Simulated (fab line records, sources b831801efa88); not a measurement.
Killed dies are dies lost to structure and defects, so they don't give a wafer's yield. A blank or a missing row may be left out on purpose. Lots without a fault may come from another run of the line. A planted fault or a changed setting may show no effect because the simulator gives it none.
Chamber matching | flow gf180mcu | GF_PASSIVATION_ETCH_11 on rie_diel-02: 4 sister chambers
The step etches the open film in CF4/O2, stops on TiN, target depth 1800 nm, time 400 s. 8 wafers are shown with their chamber, then 12 later ones without.

WAFERS WITH THEIR CHAMBER
wafer  | chamber | throttle_valve_pct (%) | oes_product_au (a.u.)
L081.2 | 2       | 5.961                  | 0.964
L087.3 | 2       | 5.954                  | 0.965
L087.6 | 0       | 5.981                  | 0.962
L088.2 | 3       | 5.956                  | 0.953
L088.6 | 0       | 5.951                  | 0.961
L089.2 | 1       | 5.971                  | 0.973
L089.4 | 3       | 5.961                  | 0.974
L089.5 | 1       | 5.964                  | 0.962

WAFERS WITHOUT THEIR CHAMBER
wafer  | throttle_valve_pct (%) | oes_product_au (a.u.)
L092.1 | 5.965                  | 0.958
L092.2 | 5.954                  | 0.967
L092.4 | 5.954                  | 0.956
L093.1 | 5.945                  | 0.956
L093.2 | 5.944                  | 0.959
L093.5 | 5.956                  | 0.969
L094.1 | 5.944                  | 0.955
L094.4 | 5.965                  | 0.968
L094.6 | 5.966                  | 0.969
L097.2 | 5.948                  | 0.969
L097.3 | 5.966                  | 0.959
L097.6 | 5.948                  | 0.978

WHICH CHAMBER EACH WENT THROUGH
wafer  | from the rows above               | in truth
L092.1 | can't be placed: 0 or 3 or 2 or 1 | 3
L092.2 | can't be placed: 2 or 3 or 1 or 0 | 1
L092.4 | can't be placed: 3 or 2 or 0 or 1 | 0
L093.1 | can't be placed: 3 or 2 or 0 or 1 | 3
L093.2 | can't be placed: 2 or 3 or 0 or 1 | 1
L093.5 | can't be placed: 2 or 3 or 1 or 0 | 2
L094.1 | can't be placed: 3 or 2 or 0 or 1 | 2
L094.4 | can't be placed: 1 or 0 or 2 or 3 | 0
L094.6 | can't be placed: 1 or 0 or 2 or 3 | 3
L097.2 | can't be placed: 2 or 3 or 1 or 0 | 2
L097.3 | can't be placed: 0 or 3 or 2 or 1 | 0
L097.6 | can't be placed: 2 or 3 or 1 or 0 | 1
Placed correctly: 0 of 12. Can't be placed from these rows: 12 (the true chamber is among the candidates in 12). Placed wrongly: 0.
How it was worked out, from the rows above alone: a wafer's distance from a chamber is the root of the sum, over the readings, of the square of ((its reading less the chamber's mean) divided by the reading's scatter). The wafer belongs to the nearest chamber; if the next one is less than 2 further off, it can't be placed. A chamber's mean is the mean of its shown wafers. The scatter: the root of (the sum of the squares of (reading less its chamber's mean) over the shown wafers, divided by (wafers less chambers)).
